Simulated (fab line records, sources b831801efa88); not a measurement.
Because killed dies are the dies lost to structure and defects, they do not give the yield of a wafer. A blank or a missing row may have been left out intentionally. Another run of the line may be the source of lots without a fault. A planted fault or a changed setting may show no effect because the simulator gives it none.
One fault seen from 2 desks + flow sky130 + only its own numbers are on each desk; what lay behind them is given at the end

## METROLOGY DESK
Means of the sampled wafers that have a number, per lot and without regard to the tool the lot ran on: this is what the gauges read. A lot is out of limits, marked OUT, if its mean lies more than 4 standard deviations from the usual mean; the brackets give that distance.
Columns: A = NWELL_2_TW at SKY_NWELL_TW_MEAS_26, usual 497; B = cd nm at SKY_VIA1_CD_MEAS_12, usual 150.2 nm; C = VIA1_OVL at SKY_VIA1_OVL_MEAS_13, usual 3 nm
| lot  | first seen here | A              | B     | C  |
|------|-----------------|----------------|-------|----|
| L768 | day 6 00:25     | 507            | 150.5 | -3 |
| L769 | day 6 04:32     | 493            | 150.9 | 1  |
| L772 | day 6 19:50     | 490            | 151.5 | 2  |
| L773 | day 7 01:52     | 489            | 149.0 | 4  |
| L774 | day 7 10:29     | 503            | 148.7 | -8 |
| L776 | day 7 21:06     | 504            | 147.3 | 6  |
| L777 | day 8 03:07     | 465 (-5.1) OUT | 150.1 | 8  |
| L778 | day 8 08:33     | 499            | 151.9 | 2  |
| L780 | day 8 19:14     | 466 (-4.8) OUT | 152.9 | 6  |
| L781 | day 9 01:47     | 464 (-5.1) OUT | 152.6 | 3  |
| L787 | day 10 13:49    | 494            | 149.1 | 8  |
| L788 | day 11 03:15    | 492            | 148.3 | 0  |
| L789 | day 11 04:10    | 510            | 149.7 | 1  |
This desk finds L777, L780, L781 out of limits, with the earliest case on L777 at day 8 03:07 (NWELL_2_TW at SKY_NWELL_TW_MEAS_26). L768, L769, L772, L773, L774, L776, L778, L787, L788, L789 stayed within limits.

## TOOL OWNER'S DESK, implanter-02
The tool's own readings at SKY_NWELL_IMPLANT_24, given as means over the sampled wafers that have a number, one for each lot that went through this tool. A lot is out of limits, marked OUT, if its mean lies more than 4 standard deviations from the usual mean; the brackets give that distance.
Columns: A = beam on s at SKY_NWELL_IMPLANT_24, usual 10.00 s; B = faraday current uA at SKY_NWELL_IMPLANT_24, usual 51.9
| lot  | first seen here | A               | B              |
|------|-----------------|-----------------|----------------|
| L768 | day 6 00:12     | 9.99            | 52.0           |
| L774 | day 7 10:17     | 9.86            | 52.6           |
| L776 | day 7 20:51     | 10.05           | 51.5           |
| L777 | day 8 02:51     | 8.39 (-8.9) OUT | 61.9 (+11) OUT |
| L780 | day 8 19:00     | 8.23 (-9.9) OUT | 62.9 (+12) OUT |
| L781 | day 9 01:33     | 8.32 (-9.3) OUT | 62.4 (+11) OUT |
This desk's verdict: out of limits on L777, L780, L781, starting with L777 at day 8 02:51 (beam on s at SKY_NWELL_IMPLANT_24). L768, L774, L776 stayed within limits.

## BROUGHT TOGETHER
On L777, L780, L781, at day 8 02:51, an alarm was possible from the tool owner's desk.
Metrology desk: alarm possible at day 8 03:07 on L777, L780, L781.
On implanter-02, each named lot ran SKY_NWELL_IMPLANT_24.

## WHAT HAD BEEN PUT IN BY THE SIMULATOR
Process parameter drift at SKY_NWELL_IMPLANT_24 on implanter-02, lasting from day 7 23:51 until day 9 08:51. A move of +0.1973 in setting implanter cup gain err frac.
Shown lots that were struck: L777, L780, L781.
Fault start to first reading out of limits, in hours, per desk: tool owner, 3; metrology, 3.
